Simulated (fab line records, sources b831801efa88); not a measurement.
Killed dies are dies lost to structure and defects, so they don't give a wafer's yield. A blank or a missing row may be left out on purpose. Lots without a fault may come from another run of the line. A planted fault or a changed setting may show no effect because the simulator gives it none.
Tool commonality check | flow gf180mcu | 13 lots, 39 wafers sampled

WHY IT WAS OPENED
At GF_VT_IMPLANT_TW_MEAS_43 the reading VT_IMPLANT_4_TW is flagged on 3 of 13 lots. Wafers without a fault read 690, standard deviation 6.7.
Rule: a lot is flagged when every wafer of it that has a number lies more than 4 standard deviations from that mean, or none has a number. The other lots count as sound.

lot  | measured     | on            | VT_IMPLANT_4_TW, wafer by wafer | flag
L182 | day 8 04:34  | film_metro-02 | 692 690 690                     |
L183 | day 8 09:35  | film_metro-02 | 695 695 697                     |
L185 | day 9 02:56  | film_metro-04 | 691 690 690                     |
L186 | day 9 04:33  | film_metro-04 | 692 692 689                     |
L188 | day 9 18:44  | film_metro-01 | 681 681 679                     |
L189 | day 9 22:42  | film_metro-02 | 692 696 694                     |
L190 | day 10 07:05 | film_metro-04 | 691 691 691                     |
L192 | day 10 19:53 | film_metro-02 | 697 699 695                     |
L193 | day 11 06:38 | film_metro-04 | 690 688 691                     |
L196 | day 11 23:46 | film_metro-01 | 686 682 682                     |
L201 | day 13 08:46 | film_metro-01 | 655 658 659                     | FLAGGED
L202 | day 13 18:56 | film_metro-01 | 655 657 656                     | FLAGGED
L203 | day 13 23:17 | film_metro-01 | 657 659 655                     | FLAGGED
The numbers of the flagged lots are 657 on average: -33 against the usual, or -5 standard deviations.

WHICH TOOL RAN EACH LOT
The record holds 1 process step before the reading, out of a route of 602 steps. In each cell: the tool, then ch and the chambers that the sampled wafers went through, then the start.
lot  | flag    | GF_VT_IMPLANT_IMPLANT_41
L182 |         | implanter-04 ch 0, day 8 04:20
L183 |         | implanter-01 ch 0, day 8 09:20
L185 |         | implanter-02 ch 0, day 9 02:41
L186 |         | implanter-02 ch 0, day 9 04:20
L188 |         | implanter-04 ch 0, day 9 18:29
L189 |         | implanter-02 ch 0, day 9 22:29
L190 |         | implanter-01 ch 0, day 10 06:50
L192 |         | implanter-02 ch 0, day 10 19:39
L193 |         | implanter-02 ch 0, day 11 06:25
L196 |         | implanter-01 ch 0, day 11 23:31
L201 | FLAGGED | implanter-01 ch 0, day 13 08:31
L202 | FLAGGED | implanter-01 ch 0, day 13 18:43
L203 | FLAGGED | implanter-01 ch 0, day 13 23:03
What these steps do:
- GF_VT_IMPLANT_IMPLANT_41
- GF_VT_IMPLANT_TW_MEAS_43

FLAGGED OVER TOTAL, TOOL BY TOOL (the gauges that took the reading come last)
step                     | tool          | lots run | flagged | share of the flagged lots | sound lots run after its first flagged lot
GF_VT_IMPLANT_IMPLANT_41 | implanter-01  | 6        | 3       | all                       | 0
GF_VT_IMPLANT_IMPLANT_41 | implanter-02  | 5        | 0       | none                      | -
GF_VT_IMPLANT_IMPLANT_41 | implanter-04  | 2        | 0       | none                      | -
GF_VT_IMPLANT_TW_MEAS_43 | film_metro-01 | 5        | 3       | all                       | 0
GF_VT_IMPLANT_TW_MEAS_43 | film_metro-02 | 4        | 0       | none                      | -
GF_VT_IMPLANT_TW_MEAS_43 | film_metro-04 | 4        | 0       | none                      | -

WHAT THE TABLE ALLOWS
2 rows of the table ran every flagged lot: implanter-01 at GF_VT_IMPLANT_IMPLANT_41, film_metro-01 at GF_VT_IMPLANT_TW_MEAS_43.
- implanter-01 at GF_VT_IMPLANT_IMPLANT_41: 3 of its 6 lots flagged. Its last sound lot is L196 (day 11 23:31), its first flagged lot L201 (day 13 08:31): a fault that began between those two fits. Its own readings lie more than 4 standard deviations out on every wafer of the flagged lots: dose_ions_cm2, faraday_current_uA.
- film_metro-01 at GF_VT_IMPLANT_TW_MEAS_43: 3 of its 5 lots flagged. Its last sound lot is L196 (day 11 23:46), its first flagged lot L201 (day 13 08:46): a fault that began between those two fits.
Counting lots can't tell these 2 tools apart, because each fits a fault that began at some hour. More lots, or a look at what each step does to the wafer, might.

WHAT THE SIMULATOR HAD PUT IN
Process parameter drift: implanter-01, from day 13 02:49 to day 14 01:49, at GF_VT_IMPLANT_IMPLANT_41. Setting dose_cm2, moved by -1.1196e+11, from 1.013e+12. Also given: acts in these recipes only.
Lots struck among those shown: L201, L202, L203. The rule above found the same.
